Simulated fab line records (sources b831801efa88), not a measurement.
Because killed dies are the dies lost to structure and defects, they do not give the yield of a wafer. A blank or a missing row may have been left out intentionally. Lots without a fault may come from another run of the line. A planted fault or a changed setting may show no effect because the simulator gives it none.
Problem report in the 8D (eight disciplines) form, filled by code / flow gf180mcu / the parts of the form that need people (team, actions taken, sign-off) are left out

== 1. PROBLEM STATEMENT ==
On 3 wafers of 1 lot, cd_nm at GF_POLY_GATE_CD_MEAS_10 has a mean of 267.2 nm; fault-free wafers read 280.5 nm, standard deviation 1.5. Relative to the usual mean, that is a shift of -8.8 standard deviations.
The step: target cd 280 nm.
Seen first at day 11 23:04 on cd_sem-01, wafer L577.3. The record holds 39 wafers of 13 lots with a number at this step. By rule, "out" or "out of limits" means more than 4 standard deviations away from the usual mean. All remaining wafers that have a number are taken as sound.

== 2. WHAT IT IS, WHAT IT ISN'T ==
question=which readings at this step | is=cd_nm | is not=-
question=which lots | is=L577 | is not=L569, L572, L574, L578, L582, L585, L586, L587, L588, L589, L590, L591
question=which wafers of those lots | is=all that have a number | is not=-
question=read on which gauges | is=cd_sem-01 | is not=cd_sem-02
question=when | is=from day 11 23:04 | is not=up to then (9 sound wafers); but 27 sound wafers of L578, L582, L585, L586, L587, L588, L589, L590, L591 came after

== 3. WHAT RULES OUT EACH SUSPECT ==
Counting: any tool at a process step up to the reading is kept as a suspect provided that every lot that is out went through it and no sound lot did after the first of them.
- the gauge at GF_POLY_GATE_CD_MEAS_10: ruled out. All the wafers that are out were read on cd_sem-01, but those of them that GF_POLY_GATE_EXPOSE_07 has rows for are out there too, on other tools.
- krf_scanner-01 at GF_POLY_GATE_EXPOSE_07 (exposes mask Poly2, target cd 280 nm): ruled out as a lasting fault. After its first lot that is out, L577 (day 11 13:41), sound lots L585, L586, L587, L589 ran on it.
Left after counting: nothing in the record.

== 4. THE CAUSE (what the simulator had put in) ==
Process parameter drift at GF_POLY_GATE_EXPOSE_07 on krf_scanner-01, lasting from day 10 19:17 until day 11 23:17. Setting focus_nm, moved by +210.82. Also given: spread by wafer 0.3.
Counting ruled it out, wrongly: the rule takes a fault to strike every lot that its tool runs from its start on, and this one did not.

== 5. THE EFFECT CHAIN, in route order ==
One row per reading whose mean, taken over the struck wafers that have a number, lies over 3 standard deviations from the usual. Only readings for which the record gives a usual standard deviation are gone through. hours: the time from each lot's start at the first step in this table that gives one to its start at this step, as a median over the lots. sigmas: the change in usual standard deviations.
hours=0; step=GF_POLY_GATE_EXPOSE_07; reading=exposure_dose_mJ_cm2; usual=28.005; on struck wafers=27.563; change=-0.442; sigmas=-16
hours=9; step=GF_POLY_GATE_CD_MEAS_10; reading=cd_nm; usual=280.5 nm; on struck wafers=267.2; change=-13.3; sigmas=-8.8
Its process steps:
- GF_POLY_GATE_EXPOSE_07: exposes mask Poly2, target cd 280 nm.
Later steps that measure or inspect, where all struck wafers having a row at the step show a number for every such reading and not one has moved that far: GF_HV_LDD_OVL_MEAS_32.

== 6. HOW IT WOULD HAVE BEEN CAUGHT EARLIER ==
The first out-of-limits reading at a measuring or inspecting step in this record came at day 11 23:04, 28 hours after the fault's start at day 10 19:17.
The tool's own readings at GF_POLY_GATE_EXPOSE_07 were out on every struck wafer that the step has a row for (exposure_dose_mJ_cm2): an alarm limit on them would have fired on the first of those.
